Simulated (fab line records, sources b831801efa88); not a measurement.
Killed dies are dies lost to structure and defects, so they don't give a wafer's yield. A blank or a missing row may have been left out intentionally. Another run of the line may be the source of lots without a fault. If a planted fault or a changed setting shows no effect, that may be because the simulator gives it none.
The tool behind it: which one?	flow gf180mcu	72 wafers from 24 lots sampled at 4 of the route's 602 steps

## WHAT THE GAUGES SHOWED, per wafer
GF_M2_OVL_MEAS_15.
lot	measured	on	M2_OVL (nm)
L074	day 19 01:24	overlay-02	-2 -9 3
L075	day 19 10:01	overlay-01	-12 -11 -7
L076	day 19 16:58	overlay-01	-1 0 -3
L077	day 20 05:49	overlay-02	4 -2 3
L078	day 20 14:48	overlay-02	-7 -4 -7
L079	day 21 03:24	overlay-01	-1 0 9
L080	day 21 12:09	overlay-01	-4 -2 0
L081	day 22 00:06	overlay-01	-6 -1 2
L083	day 22 10:21	overlay-01	-5 1 -3
L082	day 22 15:35	overlay-02	-2 0 3
L084	day 23 09:45	overlay-01	-16 -7 -11
L085	day 23 19:33	overlay-02	0 -8 -6
L086	day 23 23:10	overlay-01	-8 -5 -6
L087	day 24 06:47	overlay-02	-9 -11 -12
L088	day 24 14:48	overlay-01	2 8 2
L089	day 25 01:28	overlay-02	0 0 -5
L090	day 25 06:41	overlay-02	-6 -3 -1
L091	day 25 07:31	overlay-01	-7 0 -7
L092	day 25 17:07	overlay-01	2 -1 -5
L093	day 25 19:35	overlay-01	5 5 2
L094	day 26 10:39	overlay-01	-6 -10 -5
L095	day 26 11:48	overlay-02	-6 0 -10
L096	day 26 17:31	overlay-02	-7 -4 -5
L097	day 27 02:13	overlay-02	-4 -1 1

GF_V2_CD_MEAS_14: target cd 260 nm.
lot	measured	on	cd nm (nm)
L074	day 20 03:14	cd sem-01	258.3 258.5 258.0
L075	day 20 11:49	cd sem-01	260.8 260.3 259.2
L076	day 20 18:26	cd sem-01	259.5 258.9 259.4
L077	day 21 06:54	cd sem-02	258.6 258.5 258.9
L078	day 21 16:23	cd sem-01	260.5 260.4 260.8
L079	day 22 03:53	cd sem-01	258.9 260.2 258.1
L080	day 22 14:02	cd sem-02	257.4 259.1 258.6
L081	day 23 01:01	cd sem-02	259.4 258.1 259.6
L083	day 23 10:56	cd sem-01	260.3 260.8 260.6
L082	day 23 15:51	cd sem-02	261.4 261.4 261.7
L084	day 24 10:16	cd sem-02	259.9 259.3 258.0
L085	day 24 19:17	cd sem-02	259.9 259.9 258.3
L086	day 24 21:51	cd sem-01	260.4 260.2 259.4
L087	day 25 06:13	cd sem-01	260.3 259.8 259.9
L088	day 25 13:47	cd sem-02	261.0 261.4 261.6
L089	day 26 00:11	cd sem-01	258.5 259.4 259.0
L090	day 26 04:57	cd sem-01	259.8 259.4 260.2
L091	day 26 06:05	cd sem-02	261.7 261.5 261.6
L092	day 26 14:54	cd sem-01	259.5 261.9 260.4
L093	day 26 17:41	cd sem-01	260.4 261.0 260.1
L094	day 27 08:11	cd sem-01	258.4 259.3 258.9
L095	day 27 09:56	cd sem-02	260.8 261.5 261.8
L096	day 27 15:05	cd sem-02	259.7 259.0 259.0
L097	day 27 23:21	cd sem-01	260.4 259.6 259.8

## EACH LOT AND THE TOOL THAT RAN IT (in order: tool; ch and the chambers of the sampled wafers; start)
lot	GF_V1_CVD_02	GF_M2_SPUTTER_01
L074	pecvd-04 ch 0,1,2, day 16 23:55	pvd sputter-01, day 18 01:07
L075	pecvd-03 ch 0,1, day 17 07:40	pvd sputter-01, day 18 09:23
L076	pecvd-02 ch 0,1, day 17 15:16	pvd sputter-01, day 18 16:56
L077	pecvd-02 ch 0,1, day 18 04:04	pvd sputter-02, day 19 05:25
L078	pecvd-02 ch 0,1,2, day 18 11:42	pvd sputter-02, day 19 14:01
L079	pecvd-04 ch 0,1,2, day 19 01:02	pvd sputter-02, day 20 03:35
L080	pecvd-03 ch 0,1,2, day 19 08:55	pvd sputter-04, day 20 11:46
L081	pecvd-02 ch 0,2, day 19 21:37	pvd sputter-02, day 21 00:00
L083	pecvd-02 ch 1,2, day 20 08:17	pvd sputter-01, day 21 10:51
L082	pecvd-02 ch 1,2, day 20 13:44	pvd sputter-04, day 21 16:39
L084	pecvd-04 ch 1,2, day 21 08:35	pvd sputter-04, day 22 10:24
L085	pecvd-04 ch 0,1,2, day 21 19:35	pvd sputter-02, day 22 20:56
L086	pecvd-02 ch 1,2, day 21 22:53	pvd sputter-04, day 23 00:18
L087	pecvd-04 ch 0,1, day 22 06:40	pvd sputter-02, day 23 08:08
L088	pecvd-04 ch 0,1,2, day 22 15:21	pvd sputter-02, day 23 16:34
L089	pecvd-03 ch 0,1, day 23 03:22	pvd sputter-04, day 24 03:43
L090	pecvd-03 ch 0,1,2, day 23 07:40	pvd sputter-02, day 24 07:37
L091	pecvd-04 ch 0,1, day 23 08:25	pvd sputter-01, day 24 09:13
L092	pecvd-03 ch 0,1,2, day 23 18:54	pvd sputter-02, day 24 19:03
L093	pecvd-02 ch 0,2, day 23 20:53	pvd sputter-02, day 24 21:29
L094	pecvd-03 ch 0,1, day 24 14:38	pvd sputter-04, day 25 14:12
L095	pecvd-02 ch 1,2, day 24 15:16	pvd sputter-02, day 25 15:11
L096	pecvd-04 ch 0,1, day 24 20:22	pvd sputter-04, day 25 20:43
L097	pecvd-03 ch 0,2, day 25 05:13	pvd sputter-04, day 26 05:10
- GF_V1_CVD_02: deposits SiO2 from TEOS, target thk 850 nm, time 94.851 s.
- GF_M2_SPUTTER_01: material TiN, target thk 30 nm, time 25 s.

## AS READ BY THE TOOLS THEMSELVES (means over the sampled wafers that have a number; for cases with no such wafer, the mark the record gives instead)
GF_V1_CVD_02.
lot	tool	heater power outer w (W)	heater power w (W)
L074	pecvd-04	397	722
L075	pecvd-03	506	841
L076	pecvd-02	389	650
L077	pecvd-02	429	657
L078	pecvd-02	471	745
L079	pecvd-04	399	713
L080	pecvd-03	418	724
L081	pecvd-02	491	746
L083	pecvd-02	407	708
L082	pecvd-02	387	679
L084	pecvd-04	447	768
L085	pecvd-04	360	652
L086	pecvd-02	391	680
L087	pecvd-04	410	740
L088	pecvd-04	403	706
L089	pecvd-03	421	743
L090	pecvd-03	421	727
L091	pecvd-04	349	678
L092	pecvd-03	431	723
L093	pecvd-02	478	759
L094	pecvd-03	501	863
L095	pecvd-02	386	670
L096	pecvd-04	367	680
L097	pecvd-03	315	556

GF_M2_SPUTTER_01.
lot	tool	throttle valve pct (%)
L074	pvd sputter-01	29.9
L075	pvd sputter-01	30.0
L076	pvd sputter-01	29.4
L077	pvd sputter-02	30.6
L078	pvd sputter-02	30.7
L079	pvd sputter-02	30.7
L080	pvd sputter-04	29.9
L081	pvd sputter-02	30.8
L083	pvd sputter-01	29.9
L082	pvd sputter-04	30.1
L084	pvd sputter-04	29.5
L085	pvd sputter-02	31.2
L086	pvd sputter-04	29.4
L087	pvd sputter-02	30.6
L088	pvd sputter-02	30.7
L089	pvd sputter-04	29.9
L090	pvd sputter-02	31.3
L091	pvd sputter-01	30.0
L092	pvd sputter-02	30.5
L093	pvd sputter-02	30.6
L094	pvd sputter-04	29.1
L095	pvd sputter-02	31.2
L096	pvd sputter-04	29.3
L097	pvd sputter-04	29.2

## THE ANSWER, worked out from the rows above alone
Rule: the lots themselves supply what counts as usual. The widest of any qualifying gaps counts: lots, ordered by their means at a reading, are off when they make up no more than a third of the lots, leave a main group of 4 or more, and stand apart from it by 3 or more times the standard deviation of that group's means. If all means in a main group match to the digits the tables above print for the reading, that group is not used. A lot without any number at a reading at which 4 lots or more have one is off too. The other lots that the step has rows for count as sound. Order of review: gauges by route order, followed by the tools' own readings, for which a lot's mean as printed above is used. At the first step where some lot is off, the reading lying furthest off is the one used; lots without a number count as furthest.
Across all readings shown, no lot is off: no conclusion can be drawn from this.

## WHAT THE SIMULATOR HAD PUT IN
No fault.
